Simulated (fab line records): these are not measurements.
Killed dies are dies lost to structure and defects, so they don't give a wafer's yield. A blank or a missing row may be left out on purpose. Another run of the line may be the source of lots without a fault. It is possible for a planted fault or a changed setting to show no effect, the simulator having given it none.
fab line records	flow sky130
record lots=13	wafers=39	lastDay=49
route steps=708 shown NWELL@33 VIA4@659 METAL5@663 PAD_OPEN@708
lots that met no fault: from a run of the same line without faults
startH: the number of hours between the record's first day and the start of the first shown wafer of the lot	waitH: how many hours have passed since the lot's step before this one	" identical to the entry in the row above	L1.1+2: a row that stands for several wafers	- either no value or no given start	* or withheld: withheld	< > ~ a bound
route shown NAME@n: a module of which the file shows steps, and the number in the route of the first	usual: mean/standard deviation of fault-free wafers	same: alike in all rows	chamber/n: place in a boat	sites: readings site by site	_std_site: standard deviation across them	_edge_site: the outer-site mean with the inner-site mean subtracted	radiusMm: for every site, how far away it sits from the centre of the wafer	mask NAME#n: copy n	behind: tool/chamber where the wafer was last shaped	hold: the reason the lot was held/the length of the hold in hours/how it ended	device: whichever transistor did not switch (one of n, p or np)	end of line: the route-end tests of the same wafers	where a step has no rows: the recipe by itself	killed: not the wafer's yield, but the dies lost to structure and defects at the first sort	map: shows each die of a wafer: x if killed, . if not, _ if none is there
set.NAME: the setting the step ran with; set.NAME@STEP: the setting that earlier step ran with	model.NAME: the simulator's own value behind a step, which no gauge read
one table for each step of the route and one row for each wafer, over a sample of lots
services: the hour from which a tool's chamber was out of use, counted from the record's first day as startH (under 0 if before that day), plus the number of hours and why
## steps
# step SKY_NWELL_OXIDATION_01
# recipe tempC=900	ambient=O2	stabiliseS=600	purgeS=300	targetThkA=100	oxTimeS=1418
# usual spikeTcLowerC=900.4/1.1	tube_center_temp_C_max=902.3/0.37	zonePowerUpperPct=19.47/0.26
lot.wafer	tool	chamber	startH	waitH	spikeTcLowerC	tube_center_temp_C_max	zonePowerUpperPct
L214.1	furnace-02	0	43.02	0.6	900.1	902.5	18.97
L214.2	"	0	"	"	900.8	902.0	19.59
L214.5	"	0	"	"	900.9	902.0	19.36
L215.2	furnace-02	0	44.41	0.5	900.5	902.8	19.38
L215.3	"	0	"	"	899.5	901.6	18.89
L215.6	"	0	"	"	901.0	902.3	19.43
L216.1	furnace-01	0	46.63	0.6	900.5	902.0	19.28
L216.2	"	0	"	"	899.6	901.9	19.19
L216.6	"	0	"	"	899.5	902.0	19.42
L217.1	furnace-01	0	52.80	1.8	899.8	903.0	19.68
L217.2	"	0	"	"	899.6	902.0	19.70
L217.3	"	0	"	"	899.3	902.2	19.83
L218.2	furnace-01	0	57.24	0.5	900.7	902.5	19.98
L218.4	"	0	"	"	899.2	902.9	19.79
L218.5	"	0	"	"	898.6	902.1	19.60
L220.3	furnace-02	0	73.35	1.6	902.3	902.0	19.53
L220.4	"	0	"	"	900.3	902.2	19.39
L220.5	"	0	"	"	901.2	902.1	18.88
L222.3	furnace-02	0	77.59	0.4	899.4	902.6	19.60
L222.4	"	0	"	"	901.5	902.2	19.14
L222.6	"	0	"	"	901.8	901.8	19.46
L223.1	furnace-02	0	83.33	1.8	900.2	902.3	19.62
L223.2	"	0	"	"	901.7	902.0	19.27
L223.6	"	0	"	"	902.2	902.0	19.30
L225.4	furnace-01	0	95.45	0.0	901.1	902.8	19.67
L225.5	"	0	"	"	902.1	902.2	19.79
L225.6	"	0	"	"	900.1	902.3	19.57
L227.1	furnace-01	0	109.47	2.9	900.1	902.5	19.80
L227.2	"	0	"	"	898.3	902.3	19.85
L227.4	"	0	"	"	898.1	902.3	20.00
L232.3	furnace-02	0	127.84	1.6	899.8	902.3	19.52
L232.4	"	0	"	"	899.6	902.1	19.52
L232.6	"	0	"	"	900.3	902.2	19.24
L233.1	furnace-02	0	134.50	0.0	901.2	902.4	19.48
L233.4	"	0	"	"	899.1	902.3	19.56
L233.5	"	0	"	"	899.9	903.1	19.56
L234.3	furnace-02	0	140.15	0.5	900.4	902.3	19.01
L234.5	"	0	"	"	899.8	902.3	19.67
L234.6	"	0	"	"	901.4	904.3	19.37
# step SKY_VIA4_THK_MEAS_20
# recipe thkMeasGauge=xrf	reads=W_of_VIA4_CVD_18
# usual VIA4_W_THK=522/9
lot.wafer	tool	chamber	startH	waitH	VIA4_W_THK[nm]
L215.2	filmMetro-04	-	1012.09	0.1	521
L215.3	"	-	"	"	522
L215.6	"	-	"	"	524
L214.1	filmMetro-04	-	1012.76	0.1	511
L214.2	"	-	"	"	515
L214.5	"	-	"	"	511
L217.1	filmMetro-03	-	1025.45	0.1	531
L217.2	"	-	"	"	528
L217.3	"	-	"	"	528
L216.1	filmMetro-02	-	1026.69	0.1	520
L216.2	"	-	"	"	529
L216.6	"	-	"	"	526
L218.2	filmMetro-03	-	1032.03	0.1	526
L218.4	"	-	"	"	525
L218.5	"	-	"	"	524
L220.3	filmMetro-04	-	1054.64	0.1	514
L220.4	"	-	"	"	511
L220.5	"	-	"	"	514
L222.3	filmMetro-04	-	1060.25	0.1	503
L222.4	"	-	"	"	502
L222.6	"	-	"	"	496
L223.1	filmMetro-03	-	1066.90	0.1	525
L223.2	"	-	"	"	522
L223.6	"	-	"	"	524
L225.4	filmMetro-03	-	1074.37	0.1	524
L225.5	"	-	"	"	530
L225.6	"	-	"	"	524
L227.1	filmMetro-04	-	1094.51	0.1	523
L227.2	"	-	"	"	524
L227.4	"	-	"	"	523
L232.3	filmMetro-04	-	1114.56	0.1	527
L232.4	"	-	"	"	521
L232.6	"	-	"	"	520
L233.1	filmMetro-03	-	1121.94	0.1	529
L233.4	"	-	"	"	525
L233.5	"	-	"	"	526
L234.3	filmMetro-04	-	1123.61	0.1	505
L234.5	"	-	"	"	511
L234.6	"	-	"	"	507
# step SKY_METAL5_SPUTTER_02
# recipe material=AlCu	targetThkNm=1150	powerW=10600	timeS=61.2	chamberPressurePa=0.4
# usual chamberPressurePa=0.3999/0.00086	throttleValvePct=30.3/0.98
lot.wafer	tool	chamber	startH	waitH	chamberPressurePa	throttleValvePct
L215.2	pvdSputter-03	-	1012.49	0.0	0.4003	29.7
L215.3	"	-	"	"	0.3991	31.4
L215.6	"	-	"	"	0.3998	30.9
L214.1	pvdSputter-04	-	1013.17	0.0	0.3988	30.6
L214.2	"	-	"	"	0.4008	32.1
L214.5	"	-	"	"	0.3993	30.1
L217.1	pvdSputter-04	-	1025.86	0.0	0.4007	30.3
L217.2	"	-	"	"	0.4007	32.3
L217.3	"	-	"	"	0.4005	31.2
L216.1	pvdSputter-01	-	1027.10	0.0	0.3986	29.0
L216.2	"	-	"	"	0.3998	29.8
L216.6	"	-	"	"	0.3991	28.8
L218.2	pvdSputter-03	-	1032.43	0.0	0.3999	30.1
L218.4	"	-	"	"	0.3993	28.3
L218.5	"	-	"	"	0.3994	31.3
L220.3	pvdSputter-03	-	1055.03	0.0	0.3984	30.7
L220.4	"	-	"	"	0.3999	31.2
L220.5	"	-	"	"	0.4007	28.4
L222.3	pvdSputter-03	-	1060.64	0.0	0.3991	30.0
L222.4	"	-	"	"	0.4003	31.5
L222.6	"	-	"	"	0.3986	31.5
L223.1	pvdSputter-01	-	1067.31	0.0	0.4001	29.6
L223.2	"	-	"	"	0.4008	30.0
L223.6	"	-	"	"	0.3992	30.4
L225.4	pvdSputter-01	-	1074.75	0.0	0.4006	30.1
L225.5	"	-	"	"	0.4008	29.8
L225.6	"	-	"	"	0.4004	29.1
L227.1	pvdSputter-01	-	1094.91	0.0	0.3996	30.2
L227.2	"	-	"	"	0.3999	28.9
L227.4	"	-	"	"	0.4000	30.0
L232.3	pvdSputter-01	-	1115.12	0.0	0.3995	30.0
L232.4	"	-	"	"	0.3999	29.4
L232.6	"	-	"	"	0.3989	30.2
L233.1	pvdSputter-04	-	1122.35	0.0	0.3999	30.3
L233.4	"	-	"	"	0.3987	32.2
L233.5	"	-	"	"	0.3993	30.3
L234.3	pvdSputter-04	-	1124.00	0.0	0.4005	30.2
L234.5	"	-	"	"	0.3997	32.2
L234.6	"	-	"	"	0.4019	30.5
# step SKY_METAL5_THK_MEAS_06
# recipe thkMeasGauge=xrf	reads=AlCu_of_METAL5_SPUTTER_02
# usual METAL5_ALCU_THK=1166/14
lot.wafer	tool	chamber	startH	waitH	METAL5_ALCU_THK[nm]
L215.2	filmMetro-01	-	1012.73	0.1	1164
L215.3	"	-	"	"	1184
L215.6	"	-	"	"	1168
L214.1	filmMetro-03	-	1013.41	0.1	1160
L214.2	"	-	"	"	1157
L214.5	"	-	"	"	1153
L217.1	filmMetro-03	-	1026.10	0.1	1153
L217.2	"	-	"	"	1168
L217.3	"	-	"	"	1160
L216.1	filmMetro-01	-	1027.34	0.1	1177
L216.2	"	-	"	"	1170
L216.6	"	-	"	"	1172
L218.2	filmMetro-01	-	1032.68	0.1	1132
L218.4	"	-	"	"	1168
L218.5	"	-	"	"	1157
L220.3	filmMetro-03	-	1055.29	0.1	1159
L220.4	"	-	"	"	1173
L220.5	"	-	"	"	1182
L222.3	filmMetro-02	-	1060.90	0.1	1132
L222.4	"	-	"	"	1142
L222.6	"	-	"	"	1139
L223.1	filmMetro-01	-	1067.55	0.1	1177
L223.2	"	-	"	"	1166
L223.6	"	-	"	"	1160
L225.4	filmMetro-03	-	1075.02	0.1	1177
L225.5	"	-	"	"	1184
L225.6	"	-	"	"	1175
L227.1	filmMetro-03	-	1095.15	0.1	1183
L227.2	"	-	"	"	1167
L227.4	"	-	"	"	1181
L232.3	filmMetro-02	-	1115.38	0.1	1158
L232.4	"	-	"	"	1142
L232.6	"	-	"	"	1134
L233.1	filmMetro-02	-	1122.59	0.1	1167
L233.4	"	-	"	"	1175
L233.5	"	-	"	"	1163
L234.3	filmMetro-01	-	1124.26	0.1	1159
L234.5	"	-	"	"	1178
L234.6	"	-	"	"	1185
# step SKY_PAD_OPEN_PROBE_99
# usual killed_at_M0_to_M3=43/7.6	killed_at_M4_up=2.8/1.9	killedAtContacts=24/4.7	killedAtFrontEnd=16/4.4	killedAtOther=0.2/0.4	killedDies=86/9.9	killedOnRim=17/3.9	killedOpen=47/8.2	killedShort=39/6.3
# same grossDies=492	killedAtBackSide=0
lot.wafer	tool	chamber	startH	waitH	killed_at_M0_to_M3	killed_at_M4_up	killedAtContacts	killedAtFrontEnd	killedAtOther	killedDies	killedOnRim	killedOpen	killedShort
L217.1	prober-01	-	1095.13	0.1	34	3	33	17	0	87	16	48	39
L217.2	prober-01	-	1095.18	0.1	49	4	34	11	1	99	24	64	35
L217.3	prober-01	-	1095.23	0.2	37	4	27	14	0	82	15	52	30
L220.3	prober-02	-	1121.25	0.2	37	6	17	13	0	73	17	36	37
L220.4	prober-02	-	1121.30	0.2	35	6	22	13	0	76	13	46	30
L220.5	prober-02	-	1121.35	0.2	44	3	19	13	1	80	15	39	41
L223.1	prober-02	-	1132.06	0.1	47	6	23	18	0	94	17	61	33
L223.2	prober-02	-	1132.11	0.1	54	2	19	14	0	89	26	46	43
L223.6	prober-02	-	1132.31	0.2	40	4	22	20	0	86	19	48	38
L225.4	prober-02	-	1138.68	0.2	41	3	15	9	0	68	17	33	35
L225.5	prober-02	-	1138.73	0.2	42	5	19	11	0	77	17	42	35
L225.6	prober-02	-	1138.78	0.2	47	1	25	15	0	88	23	58	30
L227.1	prober-02	-	1156.59	0.1	49	4	27	15	0	95	22	57	38
L227.2	prober-02	-	1156.64	0.1	35	1	28	18	1	83	19	47	36
L227.4	prober-02	-	1156.74	0.2	33	5	31	18	0	87	20	50	37
L232.3	prober-01	-	1174.64	0.2	32	1	26	90	0	149	30	38	35
L232.4	prober-01	-	1174.69	0.2	47	0	20	108	0	175	30	45	36
L232.6	prober-01	-	1174.79	0.2	35	2	23	92	1	153	31	45	29
L233.1	prober-02	-	1179.30	0.1	43	0	19	111	0	173	34	51	31
L233.4	prober-02	-	1179.45	0.2	43	0	27	99	0	169	32	49	34
L233.5	prober-02	-	1179.50	0.2	26	3	25	107	0	161	23	37	32
L234.3	prober-01	-	1181.76	0.2	36	1	16	95	0	148	26	39	31
L234.5	prober-01	-	1181.86	0.2	36	3	19	111	0	169	36	31	42
L234.6	prober-01	-	1181.91	0.2	24	3	18	109	0	154	29	42	20
# killed by level:class
L217.1 CONTACT:geometricParticle:open=14 VIA1:geometricParticle:open=9 LI_CONTACT:geometricParticle:open=8 FIELD_ISO:geometricParticle:open=6 METAL2:geometricParticle:short=6 POLY_GATE:geometricParticle:short=5 LOCAL_INTERCONNECT:geometricParticle:short=5 METAL1:geometricParticle:short=5
L217.2 VIA1:geometricParticle:open=18 LI_CONTACT:geometricParticle:open=12 VIA2:geometricParticle:open=9 CONTACT:geometricParticle:open=8 CONTACT:geometricParticle:short=7 VIA1:geometricParticle:short=7 LOCAL_INTERCONNECT:geometricParticle:short=6 VIA3:geometricParticle:open=6
L217.3 VIA1:geometricParticle:open=13 LI_CONTACT:geometricParticle:open=11 CONTACT:geometricParticle:open=8 VIA3:geometricParticle:open=6 CONTACT:geometricParticle:short=5 FIELD_ISO:geometricParticle:open=4 VIA1:geometricParticle:short=4 METAL1:geometricParticle:short=4
L220.3 LI_CONTACT:geometricParticle:open=7 CONTACT:geometricParticle:open=7 VIA1:geometricParticle:open=6 METAL4:geometricParticle:short=6 METAL2:geometricParticle:short=5 VIA3:geometricParticle:open=5 FIELD_ISO:geometricParticle:short=4 METAL1:geometricParticle:short=4
L220.4 CONTACT:geometricParticle:open=7 VIA1:geometricParticle:open=7 LI_CONTACT:geometricParticle:open=6 FIELD_ISO:geometricParticle:open=5 VIA2:geometricParticle:open=5 POLY_GATE:geometricParticle:open=4 VIA3:geometricParticle:open=4 CONTACT:geometricParticle:short=4
L220.5 METAL2:geometricParticle:short=9 VIA1:geometricParticle:open=8 LI_CONTACT:geometricParticle:open=6 VIA3:geometricParticle:open=6 METAL1:geometricParticle:short=6 CONTACT:geometricParticle:open=5 VIA1:geometricParticle:short=5 FIELD_ISO:geometricParticle:short=4
L223.1 VIA1:geometricParticle:open=12 VIA2:geometricParticle:open=9 LI_CONTACT:geometricParticle:open=7 CONTACT:geometricParticle:open=7 VIA3:geometricParticle:open=7 METAL1:geometricParticle:short=5 FIELD_ISO:geometricParticle:open=4 FIELD_ISO:geometricParticle:short=4
L223.2 VIA1:geometricParticle:short=11 VIA2:geometricParticle:open=10 METAL1:geometricParticle:short=9 VIA1:geometricParticle:open=9 POLY_GATE:geometricParticle:open=6 VIA3:geometricParticle:open=6 LI_CONTACT:geometricParticle:open=5 CONTACT:geometricParticle:short=5
L223.6 VIA1:geometricParticle:open=10 VIA3:geometricParticle:open=9 POLY_GATE:geometricParticle:short=7 CONTACT:geometricParticle:open=7 CONTACT:geometricParticle:short=7 VIA2:geometricParticle:open=7 FIELD_ISO:geometricParticle:open=5 LI_CONTACT:geometricParticle:open=5
L225.4 VIA1:geometricParticle:open=9 VIA1:geometricParticle:short=6 VIA3:geometricParticle:open=6 LI_CONTACT:geometricParticle:open=5 METAL2:geometricParticle:short=5 FIELD_ISO:geometricParticle:short=4 METAL1:geometricParticle:short=4 VIA2:geometricParticle:short=4
L225.5 VIA1:geometricParticle:open=9 VIA3:geometricParticle:open=9 CONTACT:geometricParticle:open=7 LI_CONTACT:geometricParticle:open=6 METAL2:geometricParticle:short=5 METAL4:geometricParticle:short=5 POLY_GATE:geometricParticle:open=4 METAL1:geometricParticle:short=4
L225.6 VIA2:geometricParticle:open=12 LI_CONTACT:geometricParticle:open=11 CONTACT:geometricParticle:open=10 VIA3:geometricParticle:open=9 VIA1:geometricParticle:open=8 METAL1:geometricParticle:short=7 FIELD_ISO:geometricParticle:open=4 METAL3:geometricParticle:short=4
L227.1 VIA1:geometricParticle:open=15 CONTACT:geometricParticle:open=11 LI_CONTACT:geometricParticle:open=8 METAL1:geometricParticle:short=6 VIA1:geometricParticle:short=6 METAL3:geometricParticle:short=5 VIA3:geometricParticle:open=5 METAL2:geometricParticle:short=4
L227.2 CONTACT:geometricParticle:open=12 LI_CONTACT:geometricParticle:open=7 POLY_GATE:geometricParticle:short=5 VIA2:geometricParticle:open=5 VIA1:geometricParticle:open=5 METAL2:geometricParticle:open=5 METAL1:geometricParticle:short=4 VIA1:geometricParticle:short=4
L227.4 CONTACT:geometricParticle:open=15 VIA1:geometricParticle:open=9 LI_CONTACT:geometricParticle:open=7 METAL1:geometricParticle:short=7 FIELD_ISO:geometricParticle:short=6 FIELD_ISO:geometricParticle:open=6 LI_CONTACT:geometricParticle:short=5 POLY_GATE:geometricParticle:short=3
L232.3 NWELL:unspecified=76 CONTACT:geometricParticle:open=13 VIA1:geometricParticle:open=7 METAL1:geometricParticle:short=6 METAL2:geometricParticle:short=6 POLY_GATE:geometricParticle:short=4 CONTACT:geometricParticle:short=4 LI_CONTACT:geometricParticle:short=3
L232.4 NWELL:unspecified=94 VIA1:geometricParticle:open=11 CONTACT:geometricParticle:open=10 METAL2:geometricParticle:short=8 VIA1:geometricParticle:short=7 VIA3:geometricParticle:open=5 VIA2:geometricParticle:open=5 FIELD_ISO:geometricParticle:short=4
L232.6 NWELL:unspecified=79 CONTACT:geometricParticle:open=9 VIA2:geometricParticle:open=9 LI_CONTACT:geometricParticle:open=7 VIA1:geometricParticle:open=7 METAL2:geometricParticle:short=5 FIELD_ISO:geometricParticle:short=4 VIA3:geometricParticle:open=4
L233.1 NWELL:unspecified=91 VIA1:geometricParticle:open=13 CONTACT:geometricParticle:open=8 FIELD_ISO:geometricParticle:short=6 POLY_GATE:geometricParticle:open=6 VIA2:geometricParticle:open=6 VIA3:geometricParticle:open=6 LI_CONTACT:geometricParticle:open=5
L233.4 NWELL:unspecified=86 CONTACT:geometricParticle:open=15 VIA2:geometricParticle:open=12 VIA1:geometricParticle:open=9 POLY_GATE:geometricParticle:short=7 METAL1:geometricParticle:short=5 METAL2:geometricParticle:short=5 LI_CONTACT:geometricParticle:short=4
L233.5 NWELL:unspecified=92 CONTACT:geometricParticle:open=8 CONTACT:geometricParticle:short=7 LI_CONTACT:geometricParticle:open=6 VIA1:geometricParticle:open=5 METAL2:geometricParticle:short=5 VIA2:geometricParticle:open=5 FIELD_ISO:geometricParticle:open=4
L234.3 NWELL:unspecified=78 VIA1:geometricParticle:open=8 VIA3:geometricParticle:open=7 VIA1:geometricParticle:short=6 CONTACT:geometricParticle:open=6 FIELD_ISO:geometricParticle:short=5 POLY_GATE:geometricParticle:short=5 LOCAL_INTERCONNECT:geometricParticle:open=5
L234.5 NWELL:unspecified=96 CONTACT:geometricParticle:open=9 METAL2:geometricParticle:short=7 VIA3:geometricParticle:open=6 VIA1:geometricParticle:open=6 VIA2:geometricParticle:short=6 POLY_GATE:geometricParticle:short=5 FIELD_ISO:geometricParticle:short=4
L234.6 NWELL:unspecified=92 FIELD_ISO:geometricParticle:open=7 CONTACT:geometricParticle:open=6 VIA1:geometricParticle:open=6 LI_CONTACT:geometricParticle:open=5 POLY_GATE:geometricParticle:open=5 METAL1:geometricParticle:short=5 VIA3:geometricParticle:open=4
## services
tool	chamber	startH	hours	kind
furnace-01	-	31.90	2.9	pm
furnace-02	-	105.57	2.8	pm
furnace-02	-	152.70	3.8	pm
furnace-01	-	157.78	15.3	pm
furnace-01	-	199.37	3.7	pm
furnace-01	-	203.12	9.7	pm
furnace-01	-	262.45	4.1	pm
furnace-02	-	281.11	50.1	repair
furnace-02	-	331.20	2.9	pm
furnace-01	-	367.90	2.4	pm
furnace-02	-	387.98	3.6	pm
furnace-02	-	487.46	2.7	pm
furnace-01	-	535.40	4.3	pm
furnace-01	-	544.34	3.8	pm
furnace-02	-	656.80	3.0	pm
furnace-02	-	669.82	4.1	pm
furnace-01	-	704.40	3.4	pm
furnace-02	-	751.97	6.7	pm
furnace-02	-	824.00	2.9	pm
furnace-02	-	874.60	10.0	repair
furnace-02	-	951.41	3.4	pm
furnace-02	-	991.46	3.6	pm
furnace-02	-	1022.39	23.2	pm
furnace-02	-	1049.60	5.2	pm
## key
firstSign step=SKY_PAD_OPEN_PROBE_99	reading=killedAtFrontEnd	direction=up	sigmas=20	usual=16	struck=102
effect step=SKY_PAD_OPEN_PROBE_99	reading=killedDies	direction=up	sigmas=7.6	usual=86	struck=161
metAt SKY_NWELL_OXIDATION_01
struckLots L232,L233,L234
testerLeftOut L232,L233,L234
notActingAt SKY_VIA4_THK_MEAS_20,SKY_METAL5_SPUTTER_02,SKY_METAL5_THK_MEAS_06
onsetBetween 83.33 127.84
alsoFits time
fault kind=chamberParticleSource	tool=furnace-02	chamber=-	onsetH=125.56	steps=SKY_NWELL_OXIDATION_01	ratePerVisitCm2=0.40203	endH=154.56
# testerLeftOut: of these lots the tester's yield and bins aren't shown, on N5 and GAA mostly nor the transistor test; their killed dies are dies lost to structure and defects alone, not to doping, threshold or leakage, so they don't give the yield
